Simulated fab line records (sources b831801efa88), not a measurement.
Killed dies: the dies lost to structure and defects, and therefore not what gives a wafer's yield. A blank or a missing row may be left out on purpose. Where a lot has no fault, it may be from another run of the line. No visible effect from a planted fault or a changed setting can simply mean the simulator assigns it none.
fab line records -- flow sky130
[record] lots = 5, wafers = 23
route steps=708 shown CONTACT@408 METAL1@434 VIA1@460 METAL2@485 VIA2@509
start_h: the number of hours between the record's first day and the start of the first shown wafer of the lot -- wait_h: hours elapsed since this lot's preceding step -- " the same as in the row above -- L1.1+2: one row covering several wafers at once -- - either no value or no given start -- * or withheld: withheld -- < > ~ a bound
route shown NAME@n: a module of which the file shows steps, and the number in the route of the first -- usual: mean/standard deviation taken from wafers without a fault -- same: alike in all rows -- chamber/n: place in a boat -- sites: the reading at each site -- _std_site: how widely they spread, as a standard deviation -- _edge_site: mean of outer sites minus mean of inner sites -- radius_mm: for every site, how far away it sits from the centre of the wafer -- mask NAME#n: copy n -- behind: the tool/chamber that last shaped the wafer -- hold: why the lot was held/for how many hours/how that ended -- device: names the non-switching transistor (n, p or np) -- end of line: tests of these same wafers at the route's end -- for a step that has no rows: nothing shown but its recipe -- killed: not the wafer's yield, but the dies lost to structure and defects at the first sort -- map: shows each die of a wafer: x if killed, . if not, _ if none is there
set.NAME: the setting that was run; set.NAME@STEP: the one run at that earlier step -- model.NAME: the simulator's own value behind a step, which no gauge read
one table per step and one row per wafer, for lots whose settings were changed on purpose
[[steps]]
[step SKY_CONTACT_HDPCVD_02]
[recipe] material = SiO2, target_thk_nm = 565, sigma_open_frac = 0.3, time_s = 94.2, temp_c = 600, sih4_flow_sccm = 60, pressure_mtorr = 6
lot.wafer,tool,chamber,start_h,wait_h,set.sih4_flow_sccm,model.SiO2_of_CONTACT_HDPCVD_02.thk_nm
L074.1,hdpcvd-02,1,742.22,0.1,57.22,538.2
L074.2+5,hdpcvd-02,"2,1",742.22,0.1,57.22,-
L074.3,hdpcvd-02,1,742.22,0.1,60,-
L074.4,hdpcvd-02,2,742.22,0.1,60,564.6
L076.1,hdpcvd-01,2,743.20,0.1,67.47,646.3
L076.2+3,hdpcvd-01,"1,0",743.20,0.1,60,-
L076.5,hdpcvd-01,2,743.20,0.1,60,579.9
L076.6,hdpcvd-01,1,743.20,0.1,67.47,644.6
L081.1,hdpcvd-02,0,756.73,0.1,60,560.1
L081.2+6,hdpcvd-02,"2,0",756.73,0.1,57.09,-
L081.3,hdpcvd-02,1,756.73,0.1,60,555.8
L081.5,hdpcvd-02,1,756.73,0.1,60,-
L083.2,hdpcvd-01,0,767.49,0.0,64.91,610.7
L083.3,hdpcvd-01,1,767.49,0.0,60,573.9
L083.4,hdpcvd-01,2,767.49,0.0,60,-
L083.5,hdpcvd-01,0,767.49,0.0,64.91,-
L083.6,hdpcvd-01,1,767.49,0.0,60,573.7
L084.1,hdpcvd-01,1,772.63,0.1,60,575.1
L084.2,hdpcvd-01,0,772.63,0.1,60,565.3
L084.5,hdpcvd-01,2,772.63,0.1,60,563.7
[step SKY_CONTACT_THK_MEAS_03]
[recipe] reads = SiO2_of_CONTACT_HDPCVD_02
[usual] CONTACT_HDPCVD_THK = 567/6
lot.wafer,tool,chamber,start_h,wait_h,set.sih4_flow_sccm@CONTACT_HDPCVD_02,CONTACT_HDPCVD_THK[nm]
L074.1,film_metro-02,-,742.32,0.1,57.22,538
L074.2,film_metro-02,-,742.32,0.1,57.22,536
L074.3,film_metro-02,-,742.32,0.1,60,557
L074.4,film_metro-02,-,742.32,0.1,60,565
L074.5,film_metro-02,-,742.32,0.1,57.22,537
L076.1,film_metro-01,-,743.27,0.0,67.47,647
L076.2,film_metro-01,-,743.27,0.0,60,575
L076.3,film_metro-01,-,743.27,0.0,60,581
L076.5,film_metro-01,-,743.27,0.0,60,579
L076.6,film_metro-01,-,743.27,0.0,67.47,645
L081.1,film_metro-02,-,756.80,0.0,60,560
L081.2,film_metro-02,-,756.80,0.0,57.09,540
L081.3,film_metro-02,-,756.80,0.0,60,555
L081.5,film_metro-02,-,756.80,0.0,60,559
L081.6,film_metro-02,-,756.80,0.0,57.09,535
L083.2,film_metro-03,-,767.57,0.0,64.91,611
L083.3,film_metro-03,-,767.57,0.0,60,573
L083.4,film_metro-03,-,767.57,0.0,60,568
L083.5,film_metro-03,-,767.57,0.0,64.91,609
L083.6,film_metro-03,-,767.57,0.0,60,574
L084.1,film_metro-03,-,772.70,0.0,60,575
L084.2,film_metro-03,-,772.70,0.0,60,565
L084.5,film_metro-03,-,772.70,0.0,60,563
[step SKY_CONTACT_CMP_04]
[recipe] material = SiO2, down_force_psi = 4, platen_rpm = 60, pad_velocity_m_s = 0.94248
[usual] time_to_endpoint_s = 83/4.1
lot.wafer,tool,chamber,start_h,wait_h,set.sih4_flow_sccm@CONTACT_HDPCVD_02,time_to_endpoint_s
L074.3,cmp-02,3,742.38,0.0,60,79
L074.1,cmp-02,0,742.38,0.0,57.22,66
L074.4,cmp-02,1,742.38,0.0,60,78
L074.2,cmp-02,2,742.38,0.0,57.22,72
L074.5,cmp-02,3,742.38,0.0,57.22,72
L076.1,cmp-01,3,743.33,0.1,67.47,113
L076.3,cmp-01,0,743.33,0.1,60,83
L076.2,cmp-01,2,743.33,0.1,60,88
L076.6,cmp-01,3,743.33,0.1,67.47,111
L076.5,cmp-01,0,743.33,0.1,60,82
L081.3,cmp-01,0,756.86,0.0,60,76
L081.2,cmp-01,2,756.86,0.0,57.09,77
L081.1,cmp-01,3,756.86,0.0,60,86
L081.5,cmp-01,0,756.86,0.0,60,76
L081.6,cmp-01,1,756.86,0.0,57.09,74
L083.3,cmp-02,2,767.67,0.1,60,86
L083.2,cmp-02,3,767.67,0.1,64.91,99
L083.4,cmp-02,0,767.67,0.1,60,81
L083.5,cmp-02,1,767.67,0.1,64.91,93
L083.6,cmp-02,2,767.67,0.1,60,85
L084.2,cmp-01,2,772.81,0.1,60,82
L084.1,cmp-01,0,772.81,0.1,60,78
L084.5,cmp-01,2,772.81,0.1,60,82
[step SKY_CONTACT_SPUTTER_23]
[recipe] material = TiN, target_thk_nm = 20, chamber_pressure_pa = 5, power_w = 4000, time_s = 80
lot.wafer,tool,chamber,start_h,wait_h,set.time_s,model.TiN_of_CONTACT_SPUTTER_23.thk_nm
L074.1,pvd_sputter-01,-,770.50,0.0,80,19.11
L074.2,pvd_sputter-01,-,770.50,0.0,88.57,22.23
L074.3,pvd_sputter-01,-,770.50,0.0,80,19.73
L074.4,pvd_sputter-01,-,770.50,0.0,80,19.92
L074.5,pvd_sputter-01,-,770.50,0.0,88.57,21.39
L076.1,pvd_sputter-02,-,771.87,0.0,80,20.44
L076.2,pvd_sputter-02,-,771.87,0.0,80,20.03
L076.3,pvd_sputter-02,-,771.87,0.0,80,20.81
L076.5,pvd_sputter-02,-,771.87,0.0,80,20.8
L076.6,pvd_sputter-02,-,771.87,0.0,80,19.96
L081.1,pvd_sputter-01,-,784.09,0.0,80,20.31
L081.2,pvd_sputter-01,-,784.09,0.0,68.9,16.75
L081.3,pvd_sputter-01,-,784.09,0.0,80,20.47
L081.5,pvd_sputter-01,-,784.09,0.0,68.9,17.46
L081.6,pvd_sputter-01,-,784.09,0.0,80,20.36
L083.2,pvd_sputter-03,-,794.74,0.0,80,19.8
L083.3,pvd_sputter-03,-,794.74,0.0,75.02,18.61
L083.4,pvd_sputter-03,-,794.74,0.0,75.02,18.85
L083.5,pvd_sputter-03,-,794.74,0.0,75.02,18.8
L083.6,pvd_sputter-03,-,794.74,0.0,80,20.24
L084.1,pvd_sputter-01,-,800.74,0.0,80,19.76
L084.2,pvd_sputter-01,-,800.74,0.0,80,19.75
L084.5,pvd_sputter-01,-,800.74,0.0,80,18.98
[step SKY_METAL1_SPUTTER_00]
[recipe] material = Ti, target_thk_nm = 15, power_w = 3000, time_s = 10, chamber_pressure_pa = 0.4
lot.wafer,tool,chamber,start_h,wait_h,set.time_s,model.Ti_of_METAL1_SPUTTER_00.thk_nm
L074.1,pvd_sputter-03,-,771.15,0.1,10,15.12
L074.2,pvd_sputter-03,-,771.15,0.1,9.017,13.59
L074.3,pvd_sputter-03,-,771.15,0.1,9.017,13.4
L074.4,pvd_sputter-03,-,771.15,0.1,10,14.79
L074.5,pvd_sputter-03,-,771.15,0.1,9.017,13.5
L076.1+6,pvd_sputter-04,-,772.52,0.1,10,14.98
L076.2,pvd_sputter-04,-,772.52,0.1,9.077,13.76
L076.3,pvd_sputter-04,-,772.52,0.1,9.077,14
L076.5,pvd_sputter-04,-,772.52,0.1,10,14.78
L081.1,pvd_sputter-04,-,784.74,0.2,10,14.88
L081.2,pvd_sputter-04,-,784.74,0.2,10.7,16.32
L081.3,pvd_sputter-04,-,784.74,0.2,10,14.89
L081.5,pvd_sputter-04,-,784.74,0.2,10.7,16.01
L081.6,pvd_sputter-04,-,784.74,0.2,10.7,15.6
L083.2,pvd_sputter-04,-,795.39,0.1,10,14.72
L083.3,pvd_sputter-04,-,795.39,0.1,10,14.92
L083.4,pvd_sputter-04,-,795.39,0.1,9.355,14.02
L083.5,pvd_sputter-04,-,795.39,0.1,9.355,13.84
L083.6,pvd_sputter-04,-,795.39,0.1,10,14.97
L084.1,pvd_sputter-02,-,801.39,0.1,10,15.09
L084.2,pvd_sputter-02,-,801.39,0.1,10,15.21
L084.5,pvd_sputter-02,-,801.39,0.1,10,15.11
[step SKY_VIA1_CMP_02]
[recipe] material = SiO2, down_force_psi = 4, platen_rpm = 60, pad_velocity_m_s = 0.94248
lot.wafer,tool,chamber,start_h,wait_h,set.leave_above_ref_nm,model.SiO2_of_VIA1_HDPCVD_00.thk_nm
L074.2,cmp-01,2,798.17,0.0,345,345.2
L074.3,cmp-01,3,798.17,0.0,345,343.9
L074.1,cmp-01,0,798.17,0.0,325.1,323.7
L074.4,cmp-01,1,798.17,0.0,345,344.9
L074.5,cmp-01,3,798.17,0.0,325.1,324.3
L076.1,cmp-01,3,800.66,0.1,345,347.4
L076.3,cmp-01,0,800.66,0.1,345,345.3
L076.2,cmp-01,1,800.66,0.1,345,346.3
L076.6,cmp-01,2,800.66,0.1,345,346.1
L076.5,cmp-01,3,800.66,0.1,345,345
L081.1,cmp-01,2,811.96,0.1,345,346.2
L081.2,cmp-01,3,811.96,0.1,369.7,369.3
L081.3,cmp-01,0,811.96,0.1,369.7,368.5
L081.5,cmp-01,1,811.96,0.1,345,344.1
L081.6,cmp-01,2,811.96,0.1,345,345.2
L083.2,cmp-01,2,824.33,0.0,345,347.2
L083.4,cmp-01,0,824.33,0.0,353.2,352.6
L083.3,cmp-01,1,824.33,0.0,345,-
L083.6,cmp-01,2,824.33,0.0,353.2,355.7
L083.5,cmp-01,3,824.33,0.0,353.2,-
L084.1,cmp-02,1,828.30,0.1,345,345.3
L084.2,cmp-02,2,828.30,0.1,345,344.8
L084.5,cmp-02,3,828.30,0.1,345,345.8
[step SKY_VIA1_SPUTTER_20]
[recipe] material = TiN, target_thk_nm = 20, chamber_pressure_pa = 5, power_w = 4000, time_s = 80
lot.wafer,tool,chamber,start_h,wait_h,set.chamber_pressure_pa,model.TiN_of_VIA1_SPUTTER_20.thk_nm
L074.1,pvd_sputter-04,-,825.37,0.0,5,20.7
L074.2,pvd_sputter-04,-,825.37,0.0,5,20.49
L074.3,pvd_sputter-04,-,825.37,0.0,5,20.39
L074.4,pvd_sputter-04,-,825.37,0.0,5,20.6
L074.5,pvd_sputter-04,-,825.37,0.0,5,20.55
L076.1,pvd_sputter-01,-,827.20,0.0,4.75,21.13
L076.2,pvd_sputter-01,-,827.20,0.0,4.75,20.92
L076.3,pvd_sputter-01,-,827.20,0.0,4.75,20.96
L076.5,pvd_sputter-01,-,827.20,0.0,4.75,21.27
L076.6,pvd_sputter-01,-,827.20,0.0,4.75,21.01
L081.1,pvd_sputter-03,-,839.27,0.0,4.712,21.69
L081.2,pvd_sputter-03,-,839.27,0.0,4.712,21.43
L081.3,pvd_sputter-03,-,839.27,0.0,4.712,21.41
L081.5,pvd_sputter-03,-,839.27,0.0,4.712,21.5
L081.6,pvd_sputter-03,-,839.27,0.0,4.712,21.59
L083.2,pvd_sputter-03,-,851.31,0.0,4.791,20.75
L083.3,pvd_sputter-03,-,851.31,0.0,4.791,20.87
L083.4,pvd_sputter-03,-,851.31,0.0,4.791,21.01
L083.5,pvd_sputter-03,-,851.31,0.0,4.791,20.79
L083.6,pvd_sputter-03,-,851.31,0.0,4.791,20.77
L084.1,pvd_sputter-04,-,855.32,0.0,5,20.01
L084.2,pvd_sputter-04,-,855.32,0.0,5,20.17
L084.5,pvd_sputter-04,-,855.32,0.0,5,19.79
[step SKY_METAL2_SPUTTER_02]
[recipe] material = AlCu, target_thk_nm = 250, power_w = 10600, time_s = 13.3, chamber_pressure_pa = 0.4
lot.wafer,tool,chamber,start_h,wait_h,set.power_w,model.AlCu_of_METAL2_SPUTTER_02.thk_nm
L074.1,pvd_sputter-04,-,826.05,0.0,10600,251
L074.2,pvd_sputter-04,-,826.05,0.0,10600,249
L074.3,pvd_sputter-04,-,826.05,0.0,10600,246.7
L074.4,pvd_sputter-04,-,826.05,0.0,10600,243.6
L074.5,pvd_sputter-04,-,826.05,0.0,10600,247.7
L076.1,pvd_sputter-02,-,827.89,0.0,10600,248.3
L076.2,pvd_sputter-02,-,827.89,0.0,10600,245.3
L076.3,pvd_sputter-02,-,827.89,0.0,10600,246.9
L076.5,pvd_sputter-02,-,827.89,0.0,10600,246.3
L076.6,pvd_sputter-02,-,827.89,0.0,10600,248.2
L081.1,pvd_sputter-02,-,839.95,0.0,10600,252.4
L081.2,pvd_sputter-02,-,839.95,0.0,10600,256.5
L081.3,pvd_sputter-02,-,839.95,0.0,10280,247.8
L081.5,pvd_sputter-02,-,839.95,0.0,10600,253.6
L081.6,pvd_sputter-02,-,839.95,0.0,10280,248.2
L083.2,pvd_sputter-04,-,852.00,0.0,10600,254.6
L083.3,pvd_sputter-04,-,852.00,0.0,11790,273.5
L083.4,pvd_sputter-04,-,852.00,0.0,10600,251.6
L083.5,pvd_sputter-04,-,852.00,0.0,11790,274.6
L083.6,pvd_sputter-04,-,852.00,0.0,10600,253.3
L084.1,pvd_sputter-01,-,856.00,0.0,10600,250.7
L084.2,pvd_sputter-01,-,856.00,0.0,10600,254.1
L084.5,pvd_sputter-01,-,856.00,0.0,10600,252.7
[step SKY_METAL2_SPUTTER_03]
[recipe] material = Ti, target_thk_nm = 5, power_w = 3000, time_s = 3.3, chamber_pressure_pa = 0.4
[step SKY_METAL2_SPUTTER_04]
[recipe] material = TiN, target_thk_nm = 70, power_w = 6712, time_s = 58.3, chamber_pressure_pa = 0.4
[step SKY_METAL2_RS_MEAS_05]
[recipe] thk_meas_gauge = four-point-probe, reads = TiN_of_METAL2_SPUTTER_04+Ti_of_METAL2_SPUTTER_03+AlCu_of_METAL2_SPUTTER_02+TiN_of_METAL2_SPUTTER_01+Ti_of_METAL2_SPUTTER_00
[usual] METAL2_ALCU_RS = 0.1267/0.0018
lot.wafer,tool,chamber,start_h,wait_h,set.power_w@METAL2_SPUTTER_02,METAL2_ALCU_RS[ohm/sq]
L074.1,film_metro-03,-,826.15,0.0,10600,0.1260
L074.2,film_metro-03,-,826.15,0.0,10600,0.1274
L074.3,film_metro-03,-,826.15,0.0,10600,0.1283
L074.4,film_metro-03,-,826.15,0.0,10600,0.1299
L074.5,film_metro-03,-,826.15,0.0,10600,0.1279
L076.1,film_metro-03,-,827.98,0.0,10600,0.1276
L076.2,film_metro-03,-,827.98,0.0,10600,0.1290
L076.3,film_metro-03,-,827.98,0.0,10600,0.1281
L076.5,film_metro-03,-,827.98,0.0,10600,0.1286
L076.6,film_metro-03,-,827.98,0.0,10600,0.1275
L081.1,film_metro-01,-,840.04,0.0,10600,0.1255
L081.2,film_metro-01,-,840.04,0.0,10600,0.1235
L081.3,film_metro-01,-,840.04,0.0,10280,0.1280
L081.5,film_metro-01,-,840.04,0.0,10600,0.1248
L081.6,film_metro-01,-,840.04,0.0,10280,0.1276
L083.2,film_metro-04,-,852.22,0.2,10600,0.1243
L083.3,film_metro-04,-,852.22,0.2,11790,0.1155
L083.4,film_metro-04,-,852.22,0.2,10600,0.1260
L083.5,film_metro-04,-,852.22,0.2,11790,0.1151
L083.6,film_metro-04,-,852.22,0.2,10600,0.1250
L084.1,film_metro-01,-,856.09,0.0,10600,0.1263
L084.2,film_metro-01,-,856.09,0.0,10600,0.1246
L084.5,film_metro-01,-,856.09,0.0,10600,0.1251
[step SKY_METAL2_THK_MEAS_06]
[recipe] thk_meas_gauge = xrf, reads = AlCu_of_METAL2_SPUTTER_02
[usual] METAL2_ALCU_THK = 248/4.6
lot.wafer,tool,chamber,start_h,wait_h,set.power_w@METAL2_SPUTTER_02,METAL2_ALCU_THK[nm]
L074.1,film_metro-03,-,826.27,0.1,10600,247
L074.2,film_metro-03,-,826.27,0.1,10600,246
L074.3,film_metro-03,-,826.27,0.1,10600,245
L074.4,film_metro-03,-,826.27,0.1,10600,240
L074.5,film_metro-03,-,826.27,0.1,10600,242
L076.1,film_metro-03,-,828.10,0.1,10600,244
L076.2,film_metro-03,-,828.10,0.1,10600,241
L076.3,film_metro-03,-,828.10,0.1,10600,243
L076.5,film_metro-03,-,828.10,0.1,10600,242
L076.6,film_metro-03,-,828.10,0.1,10600,245
L081.1,film_metro-01,-,840.16,0.1,10600,253
L081.2,film_metro-01,-,840.16,0.1,10600,256
L081.3,film_metro-01,-,840.16,0.1,10280,250
L081.5,film_metro-01,-,840.16,0.1,10600,254
L081.6,film_metro-01,-,840.16,0.1,10280,252
L083.2,film_metro-04,-,852.33,0.1,10600,250
L083.3,film_metro-04,-,852.33,0.1,11790,269
L083.4,film_metro-04,-,852.33,0.1,10600,248
L083.5,film_metro-04,-,852.33,0.1,11790,272
L083.6,film_metro-04,-,852.33,0.1,10600,252
L084.1,film_metro-01,-,856.21,0.1,10600,253
L084.2,film_metro-01,-,856.21,0.1,10600,255
L084.5,film_metro-01,-,856.21,0.1,10600,255
[step SKY_METAL2_COAT_10]
[recipe] resist = KrF-thick, spin_rpm = 3000, resist_thk_nm = 450
lot.wafer,tool,chamber,start_h,wait_h,set.resist_thk_nm,model.KrF-thick_of_METAL2_COAT_10.thk_nm
L074.1,litho_track-04,0,-,-,450,450.5
L074.2,litho_track-04,0,-,-,459.5,461.8
L074.3,litho_track-04,0,-,-,450,449.6
L074.4,litho_track-04,0,-,-,459.5,460.9
L074.5,litho_track-04,0,-,-,459.5,459.9
L076.1,litho_track-01,0,-,-,461.4,461.2
L076.2,litho_track-01,0,-,-,450,448.5
L076.3,litho_track-01,0,-,-,461.4,461.7
L076.5,litho_track-01,0,-,-,450,449.4
L076.6,litho_track-01,0,-,-,461.4,461.4
L081.1,litho_track-04,0,-,-,450,449.8
L081.2,litho_track-04,0,-,-,441.8,440.8
L081.3,litho_track-04,0,-,-,450,449.3
L081.5,litho_track-04,0,-,-,450,449.9
L081.6,litho_track-04,0,-,-,441.8,441.2
L083.2,litho_track-04,0,-,-,450,448.7
L083.3+5,litho_track-04,0,-,-,450,-
L083.4,litho_track-04,0,-,-,474.1,472.6
L083.6,litho_track-04,0,-,-,474.1,472.7
L084.1,litho_track-03,0,-,-,450,452.4
L084.2,litho_track-03,0,-,-,450,452
L084.5,litho_track-03,0,-,-,450,451
[step SKY_METAL2_DEVELOP_14]
[recipe] develop_time_s = 60, resist = KrF-thick, dev_temp_c = 21
lot.wafer,tool,chamber,start_h,wait_h,set.dev_temp_c
L074.1+2+4,litho_track-04,0,-,-,17.69
L074.3+5,litho_track-04,0,-,-,21
L076.1+2+3+5+6,litho_track-04,0,-,-,21
L081.1+2+3+5+6,litho_track-03,0,-,-,21
L083.2+5,litho_track-01,0,-,-,17.49
L083.3+4+6,litho_track-01,0,-,-,21
L084.1+2+5,litho_track-03,0,-,-,21
[step SKY_METAL2_CD_MEAS_15]
[recipe] target_cd_nm = 140
[usual] cd_nm = 140.4/1.2
lot.wafer,tool,chamber,start_h,wait_h,set.dev_temp_c@METAL2_DEVELOP_14,cd_nm
L074.1,cd_sem-01,-,852.28,-,17.69,142.5
L074.2,cd_sem-01,-,852.28,-,17.69,142.2
L074.3,cd_sem-01,-,852.28,-,21,139.0
L074.4,cd_sem-01,-,852.28,-,17.69,143.0
L074.5,cd_sem-01,-,852.28,-,21,139.1
L076.1,cd_sem-01,-,854.08,-,21,140.3
L076.2,cd_sem-01,-,854.08,-,21,139.0
L076.3,cd_sem-01,-,854.08,-,21,140.7
L076.5,cd_sem-01,-,854.08,-,21,139.9
L076.6,cd_sem-01,-,854.08,-,21,140.9
L081.1,cd_sem-01,-,865.94,-,21,141.0
L081.2,cd_sem-01,-,865.94,-,21,140.1
L081.3,cd_sem-01,-,865.94,-,21,141.1
L081.5,cd_sem-01,-,865.94,-,21,141.1
L081.6,cd_sem-01,-,865.94,-,21,139.8
L083.2,cd_sem-01,-,878.45,-,17.49,144.5
L083.3,cd_sem-01,-,878.45,-,21,140.8
L083.4,cd_sem-01,-,878.45,-,21,141.9
L083.5,cd_sem-01,-,878.45,-,17.49,145.0
L083.6,cd_sem-01,-,878.45,-,21,141.9
L084.1,cd_sem-02,-,882.74,-,21,141.7
L084.2,cd_sem-02,-,882.74,-,21,140.1
L084.5,cd_sem-02,-,882.74,-,21,139.9
[step SKY_METAL2_DESCUM_17]
[recipe] chemistry = O2, source_power_w = 150, bias_power_w = 0, pressure_mtorr = 10, temp_c = 40, time_s = 8
[step SKY_METAL2_ETCH_18]
[recipe] chemistry = N2/H2, target = BARC, ion_energy_ev = 200, bias_w = 100, pressure_mtorr = 30, n2_flow_sccm = 100, h2_flow_sccm = 200, icp_w = 500, stop_on = SiO2, time_s = 45.9, target_depth_a = 600
[step SKY_METAL2_METAL_ETCH_19]
[recipe] target_depth_a = 3600, stop_on = SiO2, over_etch_frac = 0.3, time_s = 78, chemistry = Cl2/BCl3, resist_sidewall_deg = 88, pressure_mtorr = 10, icp_w = 874.2, bias_w = 48.5, Cl2_flow_sccm = 60, bcl3_flow_sccm = 30
lot.wafer,tool,chamber,start_h,wait_h,set.resist_thk_nm@METAL2_COAT_10,model.KrF-thick_of_METAL2_COAT_10.thk_nm
L074.1,rie_metal-01,0,852.53,0.0,450,153.5
L074.2,rie_metal-01,1,852.53,0.0,459.5,171.9
L074.3,rie_metal-01,0,852.53,0.0,450,154.7
L074.4,rie_metal-01,1,852.53,0.0,459.5,172.3
L074.5,rie_metal-01,1,852.53,0.0,459.5,169.9
L076.1,rie_metal-01,0,854.33,0.0,461.4,166.7
L076.2,rie_metal-01,1,854.33,0.0,450,161.3
L076.3,rie_metal-01,0,854.33,0.0,461.4,167.2
L076.5,rie_metal-01,1,854.33,0.0,450,161.8
L076.6,rie_metal-01,0,854.33,0.0,461.4,167.8
L081.1,rie_metal-01,1,866.19,0.0,450,163.2
L081.2,rie_metal-01,0,866.19,0.0,441.8,145.3
L081.3,rie_metal-01,0,866.19,0.0,450,154.8
L081.5,rie_metal-01,0,866.19,0.0,450,156.4
L081.6,rie_metal-01,1,866.19,0.0,441.8,155.8
L083.2,rie_metal-03,1,878.68,0.0,450,158.5
L083.3+5,rie_metal-03,"0,1",878.68,0.0,450,-
L083.4,rie_metal-03,1,878.68,0.0,474.1,184.2
L083.6,rie_metal-03,0,878.68,0.0,474.1,181.7
L084.1,rie_metal-02,1,882.99,0.0,450,170.1
L084.2,rie_metal-02,0,882.99,0.0,450,165.8
L084.5,rie_metal-02,1,882.99,0.0,450,172.8
[step SKY_METAL2_STRIP_20]
[recipe] chemistry = O2/N2, power_w = 1400, pressure_mtorr = 1500, platen_temp_c = withheld, o2_flow_sccm = 3000, n2_flow_sccm = 300, overash_fraction = 0.5
[usual] strip_time_to_endpoint_s = 2.73/0.051
lot.wafer,tool,chamber,start_h,wait_h,set.resist_thk_nm@METAL2_COAT_10,strip_time_to_endpoint_s
L074.1,plasma_asher-03,1,852.62,0.1,450,2.64
L074.2,plasma_asher-03,0,852.62,0.1,459.5,2.82
L074.3,plasma_asher-03,1,852.62,0.1,450,2.66
L074.4,plasma_asher-03,0,852.62,0.1,459.5,2.85
L074.5,plasma_asher-03,1,852.62,0.1,459.5,2.82
L076.1,plasma_asher-03,0,854.42,0.1,461.4,2.78
L076.2,plasma_asher-03,1,854.42,0.1,450,2.71
L076.3,plasma_asher-03,1,854.42,0.1,461.4,2.78
L076.5,plasma_asher-03,1,854.42,0.1,450,2.73
L076.6,plasma_asher-03,0,854.42,0.1,461.4,2.81
L081.1,plasma_asher-03,1,866.28,0.1,450,2.72
L081.2,plasma_asher-03,0,866.28,0.1,441.8,2.54
L081.3,plasma_asher-03,1,866.28,0.1,450,2.65
L081.5,plasma_asher-03,0,866.28,0.1,450,2.67
L081.6,plasma_asher-03,1,866.28,0.1,441.8,2.65
L083.2,plasma_asher-03,0,878.77,0.1,450,2.69
L083.3,plasma_asher-03,1,878.77,0.1,450,2.69
L083.4,plasma_asher-03,0,878.77,0.1,474.1,2.97
L083.5,plasma_asher-03,1,878.77,0.1,450,2.70
L083.6,plasma_asher-03,0,878.77,0.1,474.1,2.95
L084.1,plasma_asher-03,0,883.08,0.1,450,2.82
L084.2,plasma_asher-03,1,883.08,0.1,450,2.77
L084.5,plasma_asher-03,0,883.08,0.1,450,2.85
[step SKY_VIA2_CMP_02]
[recipe] material = SiO2, down_force_psi = 4, platen_rpm = 60, pad_velocity_m_s = 0.94248
lot.wafer,tool,chamber,start_h,wait_h,set.leave_above_ref_nm,model.SiO2_of_VIA2_HDPCVD_00.thk_nm
L074.4,cmp-02,0,853.41,0.0,495,494.5
L074.1,cmp-02,1,853.41,0.0,525.3,525.4
L074.2,cmp-02,2,853.41,0.0,525.3,527.1
L074.3,cmp-02,3,853.41,0.0,495,495.7
L074.5,cmp-02,0,853.41,0.0,525.3,524.4
L076.2,cmp-02,0,855.20,0.0,495,494.5
L076.1,cmp-02,2,855.20,0.0,495,494.7
L076.3,cmp-02,3,855.20,0.0,515.1,514.9
L076.6,cmp-02,0,855.20,0.0,515.1,515
L076.5,cmp-02,1,855.20,0.0,515.1,514.5
L081.3+5,cmp-01,"0,1",867.13,0.0,495,-
L081.1,cmp-01,1,867.13,0.0,495,495.1
L081.2,cmp-01,3,867.13,0.0,495,494
L081.6,cmp-01,0,867.13,0.0,495,493
L083.3,cmp-02,0,879.60,0.1,467.4,466.4
L083.2,cmp-02,1,879.60,0.1,495,494.4
L083.4,cmp-02,2,879.60,0.1,467.4,467.8
L083.5,cmp-02,3,879.60,0.1,467.4,468.9
L083.6,cmp-02,0,879.60,0.1,495,495.2
L084.2,cmp-02,2,883.92,0.1,495,495.7
L084.1,cmp-02,0,883.92,0.1,495,494.9
L084.5,cmp-02,2,883.92,0.1,495,497.2
[[key]]
[split] step = SKY_CONTACT_HDPCVD_02, setting = sih4_flow_sccm, stated = 60, by = wafer
[response] step = SKY_CONTACT_HDPCVD_02, reading = model.SiO2_of_CONTACT_HDPCVD_02.thk_nm, change = +5.08, per = 1%, r = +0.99
[response] step = SKY_CONTACT_THK_MEAS_03, reading = CONTACT_HDPCVD_THK, change = +5.1, per = 1%, r = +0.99
[response] step = SKY_CONTACT_CMP_04, reading = time_to_endpoint_s, change = *, per = 1%, r = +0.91
[split] step = SKY_CONTACT_SPUTTER_23, setting = time_s, stated = 80, by = wafer
[response] step = SKY_CONTACT_SPUTTER_23, reading = model.TiN_of_CONTACT_SPUTTER_23.thk_nm, change = +0.223, per = 1%, r = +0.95
[split] step = SKY_METAL1_SPUTTER_00, setting = time_s, stated = 10, by = wafer
[response] step = SKY_METAL1_SPUTTER_00, reading = model.Ti_of_METAL1_SPUTTER_00.thk_nm, change = +0.138, per = 1%, r = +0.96
[split] step = SKY_VIA1_CMP_02, setting = leave_above_ref_nm, stated = 345, by = wafer
[response] step = SKY_VIA1_CMP_02, reading = model.SiO2_of_VIA1_HDPCVD_00.thk_nm, change = +3.4, per = 1%, r = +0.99
[split] step = SKY_VIA1_SPUTTER_20, setting = chamber_pressure_pa, stated = 5, by = lot
[response] step = SKY_VIA1_SPUTTER_20, reading = model.TiN_of_VIA1_SPUTTER_20.thk_nm, change = -0.174, per = 1%, r = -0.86
[split] step = SKY_METAL2_SPUTTER_02, setting = power_w, stated = 10600, by = wafer
[response] step = SKY_METAL2_SPUTTER_02, reading = model.AlCu_of_METAL2_SPUTTER_02.thk_nm, change = +1.88, per = 1%, r = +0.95
[response] step = SKY_METAL2_RS_MEAS_05, reading = METAL2_ALCU_RS, change = -0.000885, per = 1%, r = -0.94
[response] step = SKY_METAL2_THK_MEAS_06, reading = METAL2_ALCU_THK, change = +1.82, per = 1%, r = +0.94
[split] step = SKY_METAL2_COAT_10, setting = resist_thk_nm, stated = 450, by = wafer
[response] step = SKY_METAL2_COAT_10, reading = model.KrF-thick_of_METAL2_COAT_10.thk_nm, change = +4.69, per = 1%, r = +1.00
[response] step = SKY_METAL2_METAL_ETCH_19, reading = model.KrF-thick_of_METAL2_COAT_10.thk_nm, change = +4.56, per = 1%, r = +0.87
[response] step = SKY_METAL2_STRIP_20, reading = strip_time_to_endpoint_s, change = *, per = 1%, r = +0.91
[split] step = SKY_METAL2_DEVELOP_14, setting = dev_temp_c, stated = 21, by = wafer
[response] step = SKY_METAL2_CD_MEAS_15, reading = cd_nm, change = -0.206, per = 1%, r = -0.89
[split] step = SKY_VIA2_CMP_02, setting = leave_above_ref_nm, stated = 495, by = wafer
[response] step = SKY_VIA2_CMP_02, reading = model.SiO2_of_VIA2_HDPCVD_00.thk_nm, change = +4.94, per = 1%, r = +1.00
